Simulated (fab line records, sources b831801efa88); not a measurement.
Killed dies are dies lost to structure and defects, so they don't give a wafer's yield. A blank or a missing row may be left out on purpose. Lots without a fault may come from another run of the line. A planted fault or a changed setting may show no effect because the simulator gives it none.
Problem report in the 8D (eight disciplines) form, filled by code | flow sky130 | the parts of the form that need people (team, actions taken, sign-off) are left out

1. THE PROBLEM
beam_energy_keV at SKY_PWDE_IMPLANT_08 reads a mean of 128.01 on 6 wafers of 2 lots; wafers without a fault read 150.01 with a standard deviation of 0.047. That is -99 or more standard deviations from the usual mean.
First seen on wafer L429.1, day 4 23:58, on implanter-04. The record holds 39 wafers of 13 lots with a number at this step. Rule for "out", or "out of limits": more than 4 standard deviations from the usual mean. The other wafers with a number count as sound.

2. WHAT IT IS AND WHAT IT IS NOT
question                    | is                     | is not
which readings at this step | beam_energy_keV        | -
which lots                  | L429, L432             | L424, L425, L427, L428, L436, L437, L439, L440, L443, L444, L445
which wafers of those lots  | all that have a number | -
read on which tools         | implanter-04           | implanter-01, implanter-02
when                        | from day 4 23:58       | up to then (12 sound wafers); but 21 sound wafers of L436, L437, L439, L440, L443, L444, L445 came after

3. SUSPECTS, AND WHAT RULES EACH OUT
Counting: a tool at a process step up to the reading stays a suspect if it ran every lot that is out and no sound lot after the first of them.
- implanter-04 at SKY_PWDE_IMPLANT_08: kept. It ran every lot that is out, first L429 (day 4 23:58), and no sound lot after that; its last sound lot up to then is L427 (day 4 14:07). Its own readings are out on those wafers: beam_energy_keV.
Left after counting: implanter-04 at SKY_PWDE_IMPLANT_08.

4. THE CAUSE (what the simulator had put in)
Process parameter drift: implanter-04, from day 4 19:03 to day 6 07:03, at SKY_PWDE_IMPLANT_08. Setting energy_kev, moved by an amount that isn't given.
Counting left only this tool.

5. THE CHAIN OF EFFECTS, in route order
Each row: a reading whose mean over the struck wafers that have a number lies more than 3 standard deviations from the usual. Only readings for which the record gives a usual standard deviation are gone through. hours: the time from each lot's start at the first step in this table that gives one to its start at this step, as a median over the lots. sigmas: the change in usual standard deviations.
hours | step                | reading         | usual  | on struck wafers | change | sigmas
0     | SKY_PWDE_IMPLANT_08 | beam_energy_keV | 150.01 | 128.01           | -22.00 | -99 or more
The process steps in it:
- SKY_PWDE_IMPLANT_08
Later measuring or inspecting steps at which every struck wafer that the step has a row for has a number for every such reading, and none has moved that far: SKY_NWELL_RS_MEAS_31.

6. WHAT WOULD HAVE CAUGHT IT SOONER
In this record the first reading out of limits was taken at day 4 23:58, 5 hours after the fault began at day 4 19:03.
